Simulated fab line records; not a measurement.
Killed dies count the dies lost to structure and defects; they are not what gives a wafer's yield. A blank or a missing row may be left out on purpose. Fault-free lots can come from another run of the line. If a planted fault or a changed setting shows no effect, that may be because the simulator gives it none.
Struck lot and sound lot, side by side ; flow sfqLine ; 41 out of 325 route steps
Sound: the wafers L411.2, L411.5, L411.6. Struck: wafers L416.4, L416.6 (left out: L416.5, a lot-mate that was not struck); the cause follows at the end.
Per side, at each step with rows, come the tool, then ch with its chambers, and then its first start. Under that, the readings that differ: sound wafers ; struck wafers ; difference of the means ; sigmas: that difference in standard deviations of wafers without a fault.
alike: readings whose means differ by less than 2 such deviations, and words and numbers that are the same on both sides. not compared: withheld readings, readings that some wafer has no value for, bounds like >300 that may hide the same value, and numbers for which the record gives no deviation and whose values overlap.
Wherever a step has rows on one side only, a row that says differs or no value, or a row with sigmas, the two part there. Numbers that have no deviation but don't overlap get no sigmas and don't part them. Lack of a reading on every wafer of one side parts them only where that side has two or more wafers.

first, 6 steps without rows for these wafers: SFQ_TRILAYER_I2_VIA_LITHO_COAT_072 (resist thk 62 nm); SFQ_TRILAYER_I2_VIA_LITHO_COAT_067 (resist thk 650 nm); SFQ_TRILAYER_I2_VIA_LITHO_SOFTBAKE_071; SFQ_TRILAYER_I2_VIA_LITHO_EXPOSE_068 (exposes mask I2, target cd 500 nm); SFQ_TRILAYER_I2_VIA_LITHO_PEB_070 (peb time 60 s); SFQ_TRILAYER_I2_VIA_LITHO_DEVELOP_069 (time 60 s).
SFQ_I2_OVL_MEAS_918:
  sound on overlay-02 at day 41 04:31; struck on overlay-01 at day 42 14:15
  alike: I2_OVL
SFQ_TRILAYER_I2_VIA_BARC_OPEN_VIA_ETCH_096: etches BARC in O2, target depth 125 nm, time 41.7 s.
  sound on rieDiel-04 ch 0,1, day 41 04:33; struck on rieDiel-04 ch 3, day 42 14:16
  alike: chamberPressureMTorr, drypumpMotorCurrentA, oesProductAu
  not compared: rfHoursCounterH
then, 4 steps without rows for these wafers: SFQ_TRILAYER_I2_VIA_ETCH_VIA_ETCH_070 (etches SiO2 in CHF3, stops on Nb, target depth 260 nm); SFQ_TRILAYER_I2_VIA_STRIP_STRIP_071 (strips in O2); SFQ_TRILAYER_I2_VIA_STRIP_SOLV_CLEAN_072 (cleans in NMP, time 600 s); SFQ_TRILAYER_M3_DEP_PRE_CLEAN_074 (time 22.5 s).
SFQ_TRILAYER_M3_DEP_SPUTTER_073: material Nb, target thk 200 nm, time 133.3 s.
  sound on pvdSputter-06 at day 41 05:30; struck on pvdSputter-06 at day 42 15:14
reading;sound;struck;difference;sigmas
model.Nb_of_TRILAYER_M3_DEP_SPUTTER_073.thkNm (nm);199.8 201.3 200.8;143.9 141.7;-57.8;
  alike: chamberPressurePa, throttleValvePct
SFQ_M3_RS_MEAS_919: measurement is done with a four-point probe.
  sound on filmMetro-01 at day 41 05:37; struck on filmMetro-03 at day 42 15:40
reading;sound;struck;difference;sigmas
M3_NB_RS (ohm/sq);0.889 0.884 0.886;1.245 1.263;+0.368;+37
  not compared: hold
then, 5 steps without rows for these wafers: SFQ_TRILAYER_M3_LITHO_COAT_075 (resist thk 600 nm); SFQ_TRILAYER_M3_LITHO_SOFTBAKE_079; SFQ_TRILAYER_M3_LITHO_EXPOSE_076 (exposes mask M3, target cd 500 nm); SFQ_TRILAYER_M3_LITHO_PEB_078 (peb time 60 s); SFQ_TRILAYER_M3_LITHO_DEVELOP_077 (time 60 s).
-- the record jumps here: 6 days lie between the struck wafers' starts before and after --
SFQ_M3_OVL_MEAS_921:
  sound on overlay-02 at day 47 03:34; struck on overlay-01 at day 48 21:41
  alike: M3_OVL
SFQ_TRILAYER_M3_BARC_OPEN_METAL_ETCH_100: etches BARC in O2, target depth 125 nm, time 41.7 s.
  sound on rieMetal-01 ch 0,1, day 47 03:35; struck on rieMetal-01 ch 0,1, day 48 21:44
  alike: chamberPressureMTorr, drypumpMotorCurrentA, oesProductAu
  not compared: rfHoursCounterH
SFQ_TRILAYER_M3_ETCH_METAL_ETCH_078: etches Nb in Cl2/Ar, stops on SiO2, target depth 240 nm, time 120 s.
  sound on rieMetal-01 ch 0,1, day 47 03:39; struck on rieMetal-01 ch 0,1, day 48 21:49
reading;sound;struck;difference;sigmas
oesProductAu (a.u.);0.892 0.894 0.894;0.752 0.747;-0.144;-21
  alike: chamberPressureMTorr, drypumpMotorCurrentA
  not compared: rfHoursCounterH
then, 2 steps without rows for these wafers: SFQ_TRILAYER_M3_STRIP_STRIP_079 (strips in O2); SFQ_TRILAYER_M3_STRIP_SOLV_CLEAN_080 (cleans in NMP, time 600 s).
SFQ_TRILAYER_I3_DEP_PECVD_081: deposits SiO2 from SiH4/N2O, time 111.11 s, target thk 500 nm.
  sound on pecvd-02 ch 0,2, day 47 04:33; struck on pecvd-03 ch 0,2, day 48 22:43
  alike: heaterPowerOuterW, heaterPowerW, throttleValvePct
then, 1 step without rows for these wafers: SFQ_TRILAYER_I3_CMP_CMP_082 (polishes SiO2).
SFQ_I3_BOW_MEAS_922:
  sound on filmMetro-01 at day 47 07:38; struck on filmMetro-02 at day 49 03:02
  alike: I3_BOW
SFQ_TRILAYER_I3_METRO_MEASURE_083:
  sound on filmMetro-01 at day 47 07:56; struck on filmMetro-02 at day 49 03:41
  alike: thkNm
then, 6 steps without rows for these wafers: SFQ_TRILAYER_I3_VIA_LITHO_COAT_090 (resist thk 62 nm); SFQ_TRILAYER_I3_VIA_LITHO_COAT_085 (resist thk 650 nm); SFQ_TRILAYER_I3_VIA_LITHO_SOFTBAKE_089; SFQ_TRILAYER_I3_VIA_LITHO_EXPOSE_086 (exposes mask I3, target cd 500 nm); SFQ_TRILAYER_I3_VIA_LITHO_PEB_088 (peb time 60 s); SFQ_TRILAYER_I3_VIA_LITHO_DEVELOP_087 (time 60 s).
SFQ_I3_OVL_MEAS_923:
  sound on overlay-02 at day 47 16:19; struck on overlay-02 at day 49 06:41
  alike: I3_OVL
then, 2 steps without rows for these wafers: SFQ_TRILAYER_I3_VIA_BARC_OPEN_VIA_ETCH_121 (etches BARC in O2, target depth 125 nm, time 41.7 s); SFQ_TRILAYER_I3_VIA_ETCH_VIA_ETCH_088 (etches SiO2 in CHF3, stops on Nb, target depth 260 nm).
SFQ_TRILAYER_I3_VIA_STRIP_STRIP_089: strips in O2.
  sound on rieMetal-02 ch 0,1, day 47 16:29; struck on rieMetal-04 ch 1, day 49 07:03
  alike: chamberPressureMTorr, drypumpMotorCurrentA, oesProductAu
  not compared: rfHoursCounterH
then, 2 steps without rows for these wafers: SFQ_TRILAYER_I3_VIA_STRIP_SOLV_CLEAN_090 (cleans in NMP, time 600 s); SFQ_TRILAYER_M4_DEP_PRE_CLEAN_092 (time 22.5 s).
-- the record jumps here: 37 days lie between the struck wafers' starts before and after --
SFQ_M8_BOW_MEAS_951:
  sound on filmMetro-02 at day 85 12:16; struck on filmMetro-02 at day 86 03:54
reading;sound;struck;difference;sigmas
model.etest.m3.ohmUm;1.783 1.762 1.765;2.456 2.517;+0.716;
model.etest.i2.linkOhm;1.976 1.966 1.963;2.393 2.417;+0.437;
model.etest.i3.linkOhm;1.966 1.965 1.947;2.298 2.315;+0.347;
model.etest.m3.ohmSq;0.891 0.8844 0.8866;1.237 1.256;+0.359;
  alike: M8_BOW

WHERE THEY PART
Last at SFQ_TRILAYER_M3_ETCH_METAL_ETCH_078 as far as this record goes, first at SFQ_M3_RS_MEAS_919. Later steps at which nothing parts them and some readings are alike: SFQ_TRILAYER_I3_DEP_PECVD_081, SFQ_I3_BOW_MEAS_922, SFQ_TRILAYER_I3_METRO_MEASURE_083, SFQ_I3_OVL_MEAS_923, SFQ_TRILAYER_I3_VIA_STRIP_STRIP_089, SFQ_M8_BOW_MEAS_951.

WHY: what the simulator had put in
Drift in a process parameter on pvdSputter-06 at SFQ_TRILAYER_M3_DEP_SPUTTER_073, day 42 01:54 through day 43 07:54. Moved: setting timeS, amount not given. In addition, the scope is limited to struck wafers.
